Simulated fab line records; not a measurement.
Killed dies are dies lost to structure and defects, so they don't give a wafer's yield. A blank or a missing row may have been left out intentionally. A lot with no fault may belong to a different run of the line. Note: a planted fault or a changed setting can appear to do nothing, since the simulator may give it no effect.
Comparing a struck lot with a sound one :: flow sky130 :: 17 out of 708 route steps
Sound: wafers L989.2, L989.4, L989.6. Wafers struck: L988.3, L988.4, L988.5. The cause comes at the end.
For every step that has rows: the tool of each side, followed by ch and its chambers, followed by its first start. Under that, the readings that differ: sound wafers :: struck wafers :: difference of the means :: sigmas: that difference in standard deviations of wafers without a fault.
alike: readings whose means differ by less than 2 such deviations, and words and numbers that are the same on both sides. not compared: withheld readings, readings that some wafer has no value for, bounds like >300 that may hide the same value, and numbers for which the record gives no deviation and whose values overlap.
A row with sigmas, a row that says differs or no value, or rows on one side alone: a step with any of these is where the two part. Numbers that have no deviation but don't overlap get no sigmas and don't part them. Lack of a reading on every wafer of one side parts them only where that side has two or more wafers.

SKY_LOCAL_INTERCONNECT_RS_MEAS_01: measures by four-point-probe.
  sound: film metro-01 at day 34 08:48; struck: film metro-01 at day 34 04:20
  alike: LOCAL_INTERCONNECT_TIN_RS
SKY_LOCAL_INTERCONNECT_THK_MEAS_02: measures by xrf.
  sound: film metro-01 at day 34 08:55; struck: film metro-01 at day 34 04:26
  alike: LOCAL_INTERCONNECT_TIN_THK
then, 8 steps without rows for these wafers: SKY_LOCAL_INTERCONNECT_DEHYDRATE_03 (time 60 s); SKY_LOCAL_INTERCONNECT_HMDS_04 (prime time 60 s); SKY_LOCAL_INTERCONNECT_COAT_05 (resist thk 60 nm); SKY_LOCAL_INTERCONNECT_COAT_06 (resist thk 450 nm); SKY_LOCAL_INTERCONNECT_SOFTBAKE_07 (time 90 s); SKY_LOCAL_INTERCONNECT_EXPOSE_08 (exposes mask LI1M, target cd 170 nm); SKY_LOCAL_INTERCONNECT_PEB_09; SKY_LOCAL_INTERCONNECT_DEVELOP_10 (develop time 60 s).
SKY_LOCAL_INTERCONNECT_CD_MEAS_11: target cd 170 nm.
  sound: cd sem-01 at day 35 10:43; struck: cd sem-01 at day 35 06:29
  alike: cd nm
SKY_LOCAL_INTERCONNECT_OVL_MEAS_12:
  sound: overlay-01 at day 35 10:49; struck: overlay-01 at day 35 06:35
  alike: LOCAL_INTERCONNECT_OVL
SKY_LOCAL_INTERCONNECT_ETCH_13: etches BARC in N2/H2, stops on SiO2, time 45.9 s, target depth 60 nm.
  sound on rie metal-04 ch 0,1, day 35 10:51; struck on rie metal-04 ch 0,1, day 35 06:37
  no value came back on the struck wafers for any of 6 readings (bias w (W), chamber pressure mTorr (mTorr) and others); on the sound wafers bias w (W) reads 100.05 100.27 100.28
reading: model.KrF-thick_of_LOCAL_INTERCONNECT_COAT_06.thk nm (nm)
sound: 391.2 389.8 392
struck: 435.2 432.6 434.4
difference: +43.1
sigmas: 
  not compared: rf hours counter h
SKY_LOCAL_INTERCONNECT_METAL_ETCH_14: etches TiN in Cl2/BCl3, stops on PSG, target depth 110 nm, time 31.4 s.
  sound on rie metal-04 ch 0,1, day 35 10:55; struck on rie metal-04 ch 0,1, day 35 06:41
reading: oes product au (a.u.)
sound: 0.927 0.944 0.928
struck: 0.374 0.377 0.374
difference: -0.558
sigmas: -66

reading: throttle valve pct (%)
sound: 21.907 21.892 21.900
struck: 22.273 22.285 22.263
difference: +0.374
sigmas: +39

reading: model.KrF-thick_of_LOCAL_INTERCONNECT_COAT_06.thk nm (nm)
sound: 346.8 345.6 347.8
struck: 391.3 388.6 390.5
difference: +43.4
sigmas: 
  alike: bcl3 flow sccm, bias w, drypump motor current A
  not compared: rf hours counter h
SKY_LOCAL_INTERCONNECT_STRIP_15: strips in O2/N2.
  sound on plasma asher-04 ch 0,1, day 35 10:58; struck on plasma asher-03 ch 0,1, day 35 06:45
reading: oes product au (a.u.)
sound: 0.434 0.427 0.424
struck: 0.444 0.448 0.444
difference: +0.017
sigmas: +4

reading: strip time to endpoint s (s)
sound: 4.689 4.705 4.709
struck: 5.162 5.140 5.141
difference: +0.447
sigmas: +24
  alike: drypump motor current A
  not compared: rf hours counter h
then, 1 step without rows for these wafers: SKY_LOCAL_INTERCONNECT_STRIP_16 (strips in post etch residue remover, time 1200 s).
-- a jump in the record: the struck wafers' starts before and after are 14 days apart (it breaks off in module LOCAL_INTERCONNECT and resumes in module PAD_OPEN, where the first step shown is number 708 of the route) --
SKY_PAD_OPEN_PROBE_99:
  sound: prober-01 at day 49 17:46; struck: prober-02 at day 49 16:19
reading: killed at contacts
sound: 24 28 31
struck: 440 438 425
difference: +407
sigmas: +83

reading: killed dies
sound: 89 81 90
struck: 492 492 492
difference: +405
sigmas: +47

reading: killed on rim
sound: 18 16 19
struck: 96 96 96
difference: +78
sigmas: +20
  alike: killed_at_M0_to_M3, killed_at_M4_up, killed at front end, killed at other, killed open, killed short

WHERE THEY PART
First at SKY_LOCAL_INTERCONNECT_ETCH_13; last, within this record, at SKY_PAD_OPEN_PROBE_99.

WHY: what had been put in by the simulator
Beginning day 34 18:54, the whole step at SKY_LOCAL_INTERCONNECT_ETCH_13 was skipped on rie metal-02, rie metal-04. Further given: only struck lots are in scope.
